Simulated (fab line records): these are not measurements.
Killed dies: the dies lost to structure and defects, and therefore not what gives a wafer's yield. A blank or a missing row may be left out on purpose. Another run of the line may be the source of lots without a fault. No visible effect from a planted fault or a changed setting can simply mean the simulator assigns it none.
Which tool was responsible? | flow gf180mcu | 18 wafers from 6 lots sampled at 2 of the route's 602 steps

## WHAT THE GAUGES READ, wafer by wafer
GF_HV_LDD_TW_MEAS_38.
lot  | measured     | on            | HV_LDD_3_TW
L379 | day 12 14:11 | film_metro-04 | 1440 1438 1431
L381 | day 13 08:58 | film_metro-02 | 1439 1432 1429
L385 | day 14 08:47 | film_metro-02 | 1425 1428 1429
L390 | day 16 04:42 | film_metro-01 | 1683 1686 1684
L392 | day 16 20:56 | film_metro-02 | 1698 1694 1697
L397 | day 18 13:28 | film_metro-01 | 1423 1413 1417

## WHICH TOOL RAN EACH LOT (tool, then ch and the chambers of the sampled wafers, then the start)
lot  | GF_HV_LDD_IMPLANT_36
L379 | implanter-04 ch 0, day 12 13:58
L381 | implanter-02 ch 0, day 13 08:44
L385 | implanter-02 ch 0, day 14 08:32
L390 | implanter-02 ch 0, day 16 04:28
L392 | implanter-02 ch 0, day 16 20:41
L397 | implanter-01 ch 0, day 18 13:16
- GF_HV_LDD_IMPLANT_36

## THE ANSWER, worked out from the rows above alone
Rule: the usual values come from the lots themselves. Put in order of their means at a reading, lots are off if they are a third of the lots or fewer, leave a main group of 4 or more, and stand apart from it by a gap of 3 or more times the standard deviation of the main group's means; of several such gaps the widest counts. If all means in a main group match to the digits the tables above print for the reading, that group is not used. A lot without any number at a reading at which 4 lots or more have one is off too. Where the step has rows for the other lots, those lots are counted as sound.
Off: L390, L392, seen at GF_HV_LDD_TW_MEAS_38 (HV_LDD_3_TW). The main group: mean 1429, standard deviation 7.1.
A tool fits if, at a process step before that reading, it ran every lot that is off, and no sound lot after the first of them. Those tools and the gauges at GF_HV_LDD_TW_MEAS_38 are tried in the same way. One fits: GF_HV_LDD_IMPLANT_36 on implanter-02. Its last sound lot is L385 (day 14 08:32), its first lot that is off L390 (day 16 04:28): a fault that began between those two fits.

## WHAT THE SIMULATOR HAD INSERTED
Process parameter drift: implanter-02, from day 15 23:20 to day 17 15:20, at GF_HV_LDD_IMPLANT_36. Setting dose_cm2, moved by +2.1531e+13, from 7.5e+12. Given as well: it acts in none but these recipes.
Shown lots that were struck: L390, L392. The rule above reached the same finding.
